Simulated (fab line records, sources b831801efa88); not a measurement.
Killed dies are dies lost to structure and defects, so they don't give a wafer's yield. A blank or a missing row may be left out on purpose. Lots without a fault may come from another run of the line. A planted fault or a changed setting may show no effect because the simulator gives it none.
A struck lot beside a sound one | flow sky130 | 15 steps out of a route of 708
Sound: wafers L227.1, L227.5, L227.6. Struck: wafers L242.1, L242.3, L242.4. The cause comes at the end.
At each step with rows: each side's tool, then ch and its chambers, then its first start. Under that, the readings that differ: sound wafers | struck wafers | difference of the means | sigmas: that difference in standard deviations of wafers without a fault.
alike: readings whose means differ by less than 2 such deviations, and words and numbers that are the same on both sides. not compared: withheld readings, readings that some wafer has no value for, bounds like >300 that may hide the same value, and numbers for which the record gives no deviation and whose values overlap.
The two part at a step that has a row with sigmas, a row that says differs or no value, or rows on one side only. Numbers that don't overlap but have no deviation are shown without sigmas and don't part them. A reading that every wafer of one side lacks parts them only if that side has two wafers or more.

SKY_SONOS_ONO_THK_MEAS_03:
  sound on film_metro-01, day 12 11:02; struck on film_metro-01, day 17 07:11
  alike: SONOS_ONO_CVD_02_THK
then, 1 step without rows for these wafers: SKY_SONOS_ONO_CVD_04 (deposits SiO2 from SiH4/N2O, target thk 5.7199 nm).
SKY_SONOS_ONO_THK_MEAS_05:
  sound on film_metro-02, day 12 12:20; struck on film_metro-02, day 17 08:30
  reading                   | sound          | struck         | difference | sigmas
  SONOS_ONO_CVD_04_THK (nm) | 5.87 5.84 5.81 | 5.65 5.65 5.57 | -0.22      | -2
then, 7 steps without rows for these wafers: SKY_SONOS_ONO_DEHYDRATE_06 (time 60 s); SKY_SONOS_ONO_HMDS_07 (prime time 60 s); SKY_SONOS_ONO_COAT_08 (resist thk 1140 nm); SKY_SONOS_ONO_SOFTBAKE_09 (time 60 s); SKY_SONOS_ONO_EXPOSE_10 (exposes mask ONOM, target cd 410 nm); SKY_SONOS_ONO_PEB_11; SKY_SONOS_ONO_DEVELOP_12 (develop time 60 s).
SKY_SONOS_ONO_CD_MEAS_13: target cd 410 nm.
  sound on cd_sem-01, day 13 11:56; struck on cd_sem-01, day 18 12:44
  alike: cd_nm
SKY_SONOS_ONO_OVL_MEAS_14:
  sound on overlay-02, day 13 12:03; struck on overlay-02, day 18 12:51
  alike: SONOS_ONO_OVL
SKY_SONOS_ONO_ETCH_15: etches the open film in CHF3/O2, target depth 19.52 nm, time 7.8 s.
  sound on rie_diel-04 ch 0,1,3, day 13 12:05; struck on rie_diel-03 ch 1,2,3, day 18 12:53
  reading                               | sound             | struck            | difference | sigmas
  model.etch.depth_nm (nm)              | 19.34 19.87 19.27 | 11.03 10.65 10.82 | -8.66      |
  model.SONOS_ONO.feature_depth_nm (nm) | 19.34 19.87 19.27 | 11.03 10.65 10.82 | -8.66      |
  alike: O2_flow_sccm, drypump_motor_current_A, oes_product_au, throttle_valve_pct
  not compared: rf_hours_counter_h, model.NOVOLAK_of_SONOS_ONO_COAT_08.thk_nm
then, 1 step without rows for these wafers: SKY_SONOS_ONO_WET_ETCH_16 (etches SiO2 in dHF, target depth 14 nm, time 280 s).
-- the record jumps here: 31 days lie between the struck wafers' starts before and after (it left off in module SONOS_ONO and takes up again in module PAD_OPEN, whose first step shown is number 708 of the route) --
SKY_PAD_OPEN_PROBE_99:
  sound on prober-02, day 47 07:02; struck on prober-02, day 49 20:39
  reading                                | sound                         | struck                        | difference | sigmas
  model.etest.nfet_16v.r_on_ohm_um       | 1.398e+04 1.389e+04 1.385e+04 | 1.789e+04 1.808e+04 1.818e+04 | +4.143e+03 |
  model.etest.pfet_16v.r_on_ohm_um       | 1.512e+04 1.496e+04 1.499e+04 | 1.591e+04 1.602e+04 1.608e+04 | +9.800e+02 |
  model.etest.pfet_g5v0d10v5.r_on_ohm_um | 4699 4718 4731                | 5426 5456 5437                | +724       |
  model.etest.nfet_g5v0d10v5.r_on_ohm_um | 1871 1863 1854                | 2454 2462 2484                | +604       |
  model.etest.nfet_g5v0d10v5.drive_ua_um | 618.8 618.1 621.8             | 391.5 391.6 387.9             | -229.2     |
  model.etest.tip_sonos.rs_ohm_sq        | 2590 2597 2591                | 2895 2987 2952                | +352       |
  model.etest.nfet_05v0_nvt.drive_ua_um  | 582 583.9 587.9               | 416.5 415 415                 | -169.1     |
  model.etest.nfet_16v.drive_ua_um       | 227.8 229.7 230.3             | 130.6 129.9 128.2             | -99.7      |
  alike: killed_at_M0_to_M3, killed_at_M4_up, killed_at_contacts, killed_at_front_end, killed_at_other, killed_dies, killed_on_rim, killed_open, killed_short

WHERE THEY PART
Only at SKY_SONOS_ONO_THK_MEAS_05, within this record. Later steps at which nothing parts them and some readings are alike: SKY_SONOS_ONO_CD_MEAS_13, SKY_SONOS_ONO_OVL_MEAS_14, SKY_SONOS_ONO_ETCH_15, SKY_PAD_OPEN_PROBE_99.

WHY: what the simulator had put in
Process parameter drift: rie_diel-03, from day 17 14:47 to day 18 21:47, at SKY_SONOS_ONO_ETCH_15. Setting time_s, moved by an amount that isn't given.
